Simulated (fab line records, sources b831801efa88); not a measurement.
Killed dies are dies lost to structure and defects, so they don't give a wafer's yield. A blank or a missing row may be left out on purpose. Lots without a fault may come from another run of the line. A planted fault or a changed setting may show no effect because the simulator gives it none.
Chamber matching | flow sky130 | SKY_LI_CONTACT_CMP_02 on cmp-01: 4 sister chambers
The step polishes PSG. 8 wafers are shown with their chamber, then 8 later ones without.

WAFERS WITH THEIR CHAMBER
wafer  | chamber | motor_current_A (A) | time_to_endpoint_s (s)
L785.1 | 3       | 13.8                | 33.3
L788.2 | 0       | 13.2                | 32.7
L788.3 | 2       | 14.3                | 38.7
L788.6 | 0       | 14.7                | 31.5
L794.1 | 3       | 13.9                | 36.1
L794.2 | 1       | 12.5                | 35.5
L794.6 | 1       | 12.3                | 34.3
L797.2 | 2       | 14.7                | 33.9

WAFERS WITHOUT THEIR CHAMBER
wafer  | motor_current_A (A) | time_to_endpoint_s (s)
L797.5 | 13.5                | 26.9
L797.6 | 12.3                | 34.8
L801.2 | 13.4                | 40.5
L801.4 | 13.4                | 37.4
L801.6 | 13.3                | 36.0
L802.1 | 13.8                | 35.4
L802.4 | 13.7                | 35.0
L802.6 | 12.7                | 35.7

WHICH CHAMBER EACH WENT THROUGH
wafer  | from the rows above               | in truth
L797.5 | can't be placed: 0 or 3 or 1      | 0
L797.6 | 1                                 | 1
L801.2 | can't be placed: 2 or 3 or 1 or 0 | 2
L801.4 | can't be placed: 3 or 2 or 1 or 0 | 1
L801.6 | can't be placed: 3 or 1 or 2 or 0 | 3
L802.1 | can't be placed: 3 or 2 or 0      | 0
L802.4 | can't be placed: 3 or 0 or 2      | 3
L802.6 | can't be placed: 1 or 3           | 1
Placed correctly: 1 of 8. Can't be placed from these rows: 7 (the true chamber is among the candidates in 7). Placed wrongly: 0.
How it was worked out, from the rows above alone: a wafer's distance from a chamber is the root of the sum, over the readings, of the square of ((its reading less the chamber's mean) divided by the reading's scatter). The wafer belongs to the nearest chamber; if the next one is less than 2 further off, it can't be placed. A chamber's mean is the mean of its shown wafers. The scatter: the root of (the sum of the squares of (reading less its chamber's mean) over the shown wafers, divided by (wafers less chambers)).
